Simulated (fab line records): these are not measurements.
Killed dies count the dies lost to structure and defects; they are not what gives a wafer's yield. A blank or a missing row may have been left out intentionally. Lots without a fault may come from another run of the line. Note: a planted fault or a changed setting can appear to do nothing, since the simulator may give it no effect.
fab line records	flow sky130
[record] lots = 12	wafers = 35	last-day = 50
route steps=708 shown VT_ADJUST_NCORE@127 VT_ADJUST_PCH@152 LDD_N@244 VIA4@639 PAD_OPEN@708
lots with no fault: from the same line, run without faults
start-h: hours from the record's opening day to when the first of the lot's shown wafers began	wait-h: time in hours since the lot's previous step	" the same as in the row above	L1.1+2: a row that stands for several wafers	- no value, or no start was given	* or withheld: withheld	< > ~ a bound
route shown NAME@n: NAME is a module with steps in the file, n the number in the route of the first one	usual: mean/standard deviation of fault-free wafers	same: alike in all rows	chamber/n: place in a boat	sites: per-site readings	_std_site: standard deviation across them	_edge_site: the outer-site mean with the inner-site mean subtracted	radius-mm: for every site, how far away it sits from the centre of the wafer	mask NAME#n: copy n	behind: tool/chamber where the wafer was last shaped	hold: reason for holding the lot/hours on hold/outcome of the hold	device: transistor that didn't switch, given as n, p or np	end of line: the route-end tests of the same wafers	where a step has no rows: the recipe by itself	killed: dies lost to structure and defects at the first sort, not the wafer's yield	map: dies across one wafer; x = killed, . = not, _ = none there
set.NAME: the setting as run; set.NAME@STEP: as run at that earlier step	model.NAME: the simulator's own value behind a step, which no gauge read
the route's steps for a sample of lots (tables are steps, rows are wafers)
services: a tool's chamber out of use, with start hour (start-h, from the record's first day; less than 0 if before it), hours out, and reason
[[steps]]
[step SKY_VT_ADJUST_NCORE_OVL_MEAS_08]
[usual] VT_ADJUST_NCORE_OVL = 0.3/1.4
lot.wafer	tool	chamber	start-h	wait-h	VT_ADJUST_NCORE_OVL[nm]
L857.1	overlay-01	-	182.53	0.1	0.6
L857.2	"	-	"	"	2.3
L857.6	"	-	"	"	2.6
L858.3	overlay-02	-	189.70	0.1	2.2
L858.5	"	-	"	"	1.2
L858.6	"	-	"	"	2.0
L859.1	overlay-02	-	199.16	0.1	-1.3
L859.4	"	-	"	"	1.7
L859.6	"	-	"	"	0.0
L861.1	overlay-01	-	210.76	0.1	-1.9
L861.3	"	-	"	"	-0.4
L861.4	"	-	"	"	-0.8
L863.3	overlay-02	-	221.52	0.1	1.3
L863.4	"	-	"	"	1.3
L872.1	overlay-01	-	304.28	0.1	2.0
L872.3	"	-	"	"	1.8
L872.6	"	-	"	"	0.6
L874.1	overlay-02	-	309.88	0.1	-1.2
L874.4	"	-	"	"	-0.1
L874.6	"	-	"	"	0.0
L875.2	overlay-01	-	310.19	0.1	0.1
L875.4	"	-	"	"	-1.8
L875.6	"	-	"	"	-1.4
L876.1	overlay-01	-	316.71	0.1	0.1
L876.4	"	-	"	"	0.4
L876.6	"	-	"	"	0.2
L877.1	overlay-01	-	322.23	0.1	1.0
L877.2	"	-	"	"	1.7
L877.4	"	-	"	"	1.9
L879.2	overlay-01	-	338.01	0.1	1.0
L879.3	"	-	"	"	-0.2
L879.4	"	-	"	"	-0.3
L880.2	overlay-02	-	348.51	0.1	-3.0
L880.3	"	-	"	"	-0.8
L880.6	"	-	"	"	-2.1
[step SKY_VT_ADJUST_PCH_STRIP_09]
[recipe] chemistry = O2/N2	power-w = 1400	pressure-mtorr = 1500	platen-temp-c = withheld	o2-flow-sccm = 3000	n2-flow-sccm = 300	overash-fraction = 0.5
[usual] drypump-motor-current-A = 5.8/0.45	o2-flow-sccm = 2999/9.4	oes-product-au = 0.723/0.0045	strip-time-to-endpoint-s = 36.93/0.097
lot.wafer	tool	chamber	start-h	wait-h	drypump-motor-current-A	o2-flow-sccm	oes-product-au	rf-hours-counter-h	strip-time-to-endpoint-s
L857.1	plasma-asher-02	1	225.89	0.1	5.4	3001	0.727	8	36.91
L857.2	"	0	"	"	6.6	2995	0.714	8	36.97
L857.6	"	1	"	"	5.5	3002	0.720	-	37.04
L858.3	plasma-asher-02	1	234.37	0.1	5.4	2991	0.717	-	37.04
L858.5	"	1	"	"	5.4	2985	0.719	-	37.00
L858.6	"	0	"	"	6.6	2995	0.714	-	36.98
L859.1	plasma-asher-03	0	246.35	0.1	5.8	3014	0.723	55	36.80
L859.4	"	1	"	"	6.0	2998	0.724	-	36.86
L859.6	"	1	"	"	6.0	3002	0.730	-	36.75
L861.1	plasma-asher-02	1	258.59	0.1	5.5	3013	0.724	12	36.90
L861.3	"	0	"	"	6.6	3001	0.725	-	36.90
L861.4	"	1	"	"	5.5	2983	0.728	-	36.88
L863.3	plasma-asher-01	1	269.94	0.1	5.7	2985	0.722	-	36.89
L863.4	"	0	"	"	5.2	2991	0.726	-	36.99
L872.1	plasma-asher-02	1	358.90	0.1	5.4	2999	0.728	22	36.98
L872.3	"	1	"	"	5.4	2998	0.720	-	36.93
L872.6	"	0	"	"	6.6	2996	0.724	-	36.96
L874.1	plasma-asher-01	1	363.85	0.1	5.8	3006	0.716	58	37.03
L874.4	"	0	"	"	5.3	2999	0.727	-	36.98
L874.6	"	1	"	"	5.7	2986	0.718	-	37.05
L875.2	plasma-asher-01	0	365.39	0.1	5.3	3007	0.725	58	36.99
L875.4	"	0	"	"	5.2	3004	0.717	-	36.86
L875.6	"	0	"	"	5.3	2997	0.727	-	36.83
L876.1	plasma-asher-01	1	371.00	0.1	5.7	3001	0.726	59	37.08
L876.4	"	1	"	"	5.7	2997	0.722	-	36.92
L876.6	"	0	"	"	5.3	2993	0.732	-	36.81
L877.1	plasma-asher-02	1	376.90	0.1	5.5	2985	0.729	24	37.12
L877.2	"	0	"	"	6.6	2982	0.726	24	37.12
L877.4	"	1	"	"	5.5	2992	0.718	-	37.08
L879.2	plasma-asher-02	1	394.34	0.1	5.5	2996	0.721	25	36.75
L879.3	"	1	"	"	5.4	2984	0.727	-	36.83
L879.4	"	0	"	"	6.6	2991	0.716	-	36.94
L880.2	plasma-asher-03	0	405.59	0.1	5.8	2988	0.716	71	36.76
L880.3	"	0	"	"	5.8	2984	0.722	-	36.81
L880.6	"	1	"	"	6.0	3002	0.725	-	36.84
[step SKY_LDD_N_OVL_MEAS_07]
[usual] LDD_N_OVL = -0.6/1.5
lot.wafer	tool	chamber	start-h	wait-h	LDD_N_OVL[nm]
L857.1	overlay-02	-	399.25	0.1	1.9
L857.2	"	-	"	"	1.3
L857.6	"	-	"	"	0.8
L858.3	overlay-01	-	406.55	0.1	0.7
L858.5	"	-	"	"	1.3
L858.6	"	-	"	"	1.9
L859.1	overlay-02	-	426.20	0.1	-0.2
L859.4	"	-	"	"	0.1
L859.6	"	-	"	"	-0.7
L861.1	overlay-01	-	441.05	0.1	2.2
L861.3	"	-	"	"	0.8
L861.4	"	-	"	"	1.2
L863.3	overlay-01	-	455.52	0.1	-0.5
L863.4	"	-	"	"	1.4
L872.1	overlay-01	-	552.30	0.1	-0.9
L872.3	"	-	"	"	1.0
L872.6	"	-	"	"	-0.8
L874.1	overlay-01	-	560.09	0.1	0.6
L874.4	"	-	"	"	1.6
L874.6	"	-	"	"	0.8
L875.2	overlay-02	-	566.02	0.1	-1.3
L875.4	"	-	"	"	0.2
L875.6	"	-	"	"	-1.0
L876.1	overlay-02	-	568.71	0.1	-0.5
L876.4	"	-	"	"	-2.0
L876.6	"	-	"	"	-1.5
L877.1	overlay-01	-	573.01	0.1	-0.7
L877.2	"	-	"	"	-1.9
L877.4	"	-	"	"	-1.9
L879.2	overlay-02	-	592.97	0.1	-0.2
L879.3	"	-	"	"	-2.5
L879.4	"	-	"	"	-3.0
L880.2	overlay-01	-	601.11	0.1	-2.3
L880.3	"	-	"	"	-2.9
L880.6	"	-	"	"	-2.4
[step SKY_VIA4_HDPCVD_00]
[recipe] material = SiO2	target-thk-nm = 1750	sigma-open-frac = 0.3	time-s = 291.7	temp-c = 400	sih4-flow-sccm = 60	pressure-mtorr = 6
lot.wafer	tool	chamber	start-h	wait-h
L857.1+2+6	hdpcvd-02	0,2,1	981.46	0.0
L858.3+5+6	hdpcvd-01	2,0,2	985.24	0.0
L859.1+4+6	hdpcvd-02	0,1,2	999.82	0.0
L861.1+3+4	hdpcvd-02	1,0,0	1008.34	0.0
L863.3+4	hdpcvd-02	1,0	1017.54	0.0
L872.1+3+6	hdpcvd-02	1,0,2	1086.89	0.0
L874.1+4+6	hdpcvd-02	0,1,0	1097.36	0.0
L875.2+4+6	hdpcvd-02	0,2,0	1101.71	0.0
L876.1+4+6	hdpcvd-01	2,0,2	1103.09	0.0
L877.1+2+4	hdpcvd-01	0,2,1	1108.15	0.0
L879.2+3+4	hdpcvd-02	0,2,2	1121.73	0.0
L880.2+3+6	hdpcvd-02	1,2,2	1123.59	0.0
[step SKY_VIA4_THK_MEAS_01]
[recipe] reads = SiO2_of_VIA4_HDPCVD_00
[usual] VIA4_HDPCVD_THK = 1743/20
lot.wafer	tool	chamber	start-h	wait-h	VIA4_HDPCVD_THK[nm]
L857.1	film-metro-02	-	981.64	0.1	1742
L857.2	"	-	"	"	1733
L857.6	"	-	"	"	1743
L858.3	film-metro-01	-	985.43	0.1	1771
L858.5	"	-	"	"	1771
L858.6	"	-	"	"	1766
L859.1	film-metro-01	-	1000.00	0.1	1752
L859.4	"	-	"	"	1750
L859.6	"	-	"	"	1744
L861.1	film-metro-01	-	1008.52	0.1	1746
L861.3	"	-	"	"	2332
L861.4	"	-	"	"	2347
L863.3	film-metro-01	-	1017.74	0.1	2266
L863.4	"	-	"	"	2287
L872.1	film-metro-01	-	1087.07	0.1	1728
L872.3	"	-	"	"	1724
L872.6	"	-	"	"	1733
L874.1	film-metro-04	-	1097.54	0.1	1737
L874.4	"	-	"	"	1752
L874.6	"	-	"	"	1726
L875.2	film-metro-02	-	1101.90	0.1	1733
L875.4	"	-	"	"	1748
L875.6	"	-	"	"	1728
L876.1	film-metro-04	-	1103.27	0.1	1786
L876.4	"	-	"	"	1776
L876.6	"	-	"	"	1784
L877.1	film-metro-01	-	1108.32	0.1	1755
L877.2	"	-	"	"	1780
L877.4	"	-	"	"	1769
L879.2	film-metro-02	-	1121.92	0.1	1723
L879.3	"	-	"	"	1726
L879.4	"	-	"	"	1743
L880.2	film-metro-01	-	1123.78	0.1	1751
L880.3	"	-	"	"	1742
L880.6	"	-	"	"	1733
[step SKY_PAD_OPEN_PROBE_99]
[usual] defect-limited-yield = 81.9/1.9	killed_at_M0_to_M3 = 45/7.3	killed_at_M4_up = 3.2/1.8	killed-at-contacts = 25/5.5	killed-at-front-end = 15/4.2	killed-at-other = 0.3/0.69	killed-dies = 89/9.4	killed-open = 49/6.6	killed-short = 40/6.4	sort_bin_3_pad_short = 0.9/0.43	sort_bin_5_function = 10.7/1.5	sort_bin_6_memory = 6.5/1.2	sort-n-pass = 403/9.4	sort-yield-pct = 81.9/1.9
[same] gross-dies = 492	killed-at-back-side = 0	sort_bin_4_leakage[%] = 0	sort_bin_8_speed[%] = 0
lot.wafer	tool	chamber	start-h	wait-h	defect-limited-yield[%]	killed_at_M0_to_M3	killed_at_M4_up	killed-at-contacts	killed-at-front-end	killed-at-other	killed-dies	killed-open	killed-short	sort_bin_3_pad_short[%]	sort_bin_5_function[%]	sort_bin_6_memory[%]	sort-n-pass	sort-yield-pct[%]
L863.3	prober-01	-	1108.38	0.2	80.9	48	5	29	12	0	94	50	44	1.2	11.6	6.3	398	80.9
L863.4	prober-01	-	1108.43	0.2	79.9	46	5	31	17	0	99	48	51	1.0	11.0	8.1	393	79.9
L876.1	prober-01	-	1181.81	0.1	81.9	55	2	22	10	0	89	48	41	1.2	10.6	6.3	403	81.9
L876.4	prober-01	-	1181.96	0.2	82.9	37	4	25	18	0	84	50	34	1.2	10.0	5.9	408	82.9
L876.6	prober-01	-	1182.06	0.2	82.1	39	4	28	17	0	88	46	40	0.4	9.8	7.7	404	82.1
// killed by level:class
L863.3 LI_CONTACT:geometric-particle:open=10 VIA1:geometric-particle:open=10 METAL1:geometric-particle:short=9 CONTACT:geometric-particle:open=8 METAL2:geometric-particle:short=6 VIA3:geometric-particle:open=6 LOCAL_INTERCONNECT:geometric-particle:short=5 METAL4:geometric-particle:short=5
L863.4 VIA1:geometric-particle:open=9 POLY_GATE:geometric-particle:short=8 METAL2:geometric-particle:short=7 CONTACT:geometric-particle:open=7 CONTACT:geometric-particle:short=7 VIA3:geometric-particle:open=7 VIA2:geometric-particle:open=6 LOCAL_INTERCONNECT:geometric-particle:short=6
L876.1 CONTACT:geometric-particle:open=10 VIA1:geometric-particle:open=10 VIA1:geometric-particle:short=9 METAL2:geometric-particle:short=8 VIA3:geometric-particle:open=7 VIA2:geometric-particle:open=6 LI_CONTACT:geometric-particle:open=5 METAL2:geometric-particle:open=4
L876.4 VIA2:geometric-particle:open=9 CONTACT:geometric-particle:open=8 FIELD_ISO:geometric-particle:open=6 VIA3:geometric-particle:open=6 POLY_GATE:geometric-particle:open=6 VIA1:geometric-particle:short=6 CONTACT:geometric-particle:short=5 METAL2:geometric-particle:short=5
L876.6 CONTACT:geometric-particle:open=10 VIA1:geometric-particle:open=8 LI_CONTACT:geometric-particle:open=7 VIA3:geometric-particle:open=6 VIA2:geometric-particle:open=6 VIA3:geometric-particle:short=5 CONTACT:geometric-particle:short=5 LOCAL_INTERCONNECT:geometric-particle:short=4
[[services]]
tool	chamber	start-h	hours	kind
hdpcvd-01	-	204.28	0.8	repair
plasma-asher-02	-	212.40	3.1	repair
plasma-asher-01	-	249.72	1.3	repair
hdpcvd-02	-	362.09	0.9	repair
hdpcvd-02	-	366.30	15.0	pm
plasma-asher-01	-	401.25	3.0	repair
plasma-asher-02	-	420.11	7.4	repair
hdpcvd-02	-	422.39	0.8	repair
plasma-asher-02	-	448.04	21.6	pm
plasma-asher-02	-	485.15	2.9	repair
hdpcvd-02	0	540.41	23.8	repair
plasma-asher-01	-	599.68	2.8	pm
hdpcvd-02	2	605.83	23.6	repair
hdpcvd-02	2	658.14	1.9	repair
hdpcvd-02	-	682.59	0.7	repair
plasma-asher-01	-	728.96	0.9	repair
hdpcvd-02	0	880.02	7.6	repair
hdpcvd-02	2	925.32	3.4	repair
hdpcvd-02	-	948.55	0.9	repair
hdpcvd-02	-	950.25	15.0	pm
plasma-asher-02	-	1054.45	13.4	repair
plasma-asher-01	-	1055.25	9.0	pm
plasma-asher-02	-	1078.01	3.9	repair
plasma-asher-01	-	1123.50	26.3	pm
[[key]]
[first-sign] step = SKY_VIA4_THK_MEAS_01	reading = VIA4_HDPCVD_THK	direction = up	sigmas = 28	usual = 1743	struck = 2308
effect none on later readings
met-at SKY_VIA4_HDPCVD_00
struck-lots L861,L863
struck-wafers L861.3,L861.4,L863.3,L863.4
not-acting-at SKY_VT_ADJUST_NCORE_OVL_MEAS_08,SKY_VT_ADJUST_PCH_STRIP_09,SKY_LDD_N_OVL_MEAS_07
onset-between 999.82 1008.34
[fault] kind = process-parameter-drift	tool = hdpcvd-02	chamber = -	onset-h = 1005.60	steps = SKY_VIA4_HDPCVD_00	channel = target-thk-nm	offset = 560.16	shape = step	end-h = 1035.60	scope = struck-wafers-only	acts-in = these-recipes-only	stated = 1750
